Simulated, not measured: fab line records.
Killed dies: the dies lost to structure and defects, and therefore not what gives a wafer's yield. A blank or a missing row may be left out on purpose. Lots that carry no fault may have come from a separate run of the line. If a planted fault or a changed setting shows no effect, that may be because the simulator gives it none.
The tool behind it: which one? | flow sky130 | at 1 step of a route of 708, 14 lots with 42 wafers sampled

== WHAT EACH GAUGE READ, for each wafer ==
SKY_VIA2_THK_MEAS_01.
lot  | measured     | on            | VIA2_HDPCVD_THK (nm)
L199 | day 35 14:44 | film-metro-02 | 1180 1172 1189
L200 | day 35 23:16 | film-metro-03 | 1180 1197 1176
L201 | day 36 09:37 | film-metro-03 | 1187 1188 1184
L202 | day 36 23:37 | film-metro-02 | 1190 1188 1183
L203 | day 37 07:51 | film-metro-02 | 1187 1198 1215
L205 | day 37 14:49 | film-metro-02 | 1182 1183 1193
L210 | day 39 08:56 | film-metro-02 | 1216 1195 1188
L211 | day 39 10:44 | film-metro-02 | 1188 1175 1182
L213 | day 40 09:07 | film-metro-03 | 1189 1189 1191
L217 | day 41 03:29 | film-metro-02 | 1198 1219 1201
L219 | day 41 11:57 | film-metro-03 | 1196 1214 1199
L218 | day 41 13:22 | film-metro-01 | 1211 1205 1167
L221 | day 42 05:32 | film-metro-02 | 1183 1212 1196
L222 | day 42 06:43 | film-metro-03 | 1194 1224 1197

== WHAT TOOL EACH LOT RAN ON (gives the tool, then ch and the chambers of the sampled wafers, and finally the start) ==
Record: no process step prior to these readings.

== AS READ BY THE TOOLS THEMSELVES (means over the sampled wafers that have a number; for cases with no such wafer, the mark the record gives instead) ==
The record holds no such reading with a usual standard deviation.

== THE ANSWER, worked out from the rows above alone ==
Rule: what is usual is taken from the lots themselves. The widest of any qualifying gaps counts: lots, ordered by their means at a reading, are off when they make up no more than a third of the lots, leave a main group of 4 or more, and stand apart from it by 3 or more times the standard deviation of that group's means. If all means in a main group match to the digits the tables above print for the reading, that group is not used. A lot without any number at a reading at which 4 lots or more have one is off too. Any other lot the step has rows for is counted as sound. Order of review: gauges by route order, followed by the tools' own readings, for which a lot's mean as printed above is used. The first step at which some lot is off is used, and at that step the reading that is off furthest; a lot without a number counts as furthest.
Nothing can be told from this: no lot is off at any reading shown.

== WHAT THE SIMULATOR PUT IN ==
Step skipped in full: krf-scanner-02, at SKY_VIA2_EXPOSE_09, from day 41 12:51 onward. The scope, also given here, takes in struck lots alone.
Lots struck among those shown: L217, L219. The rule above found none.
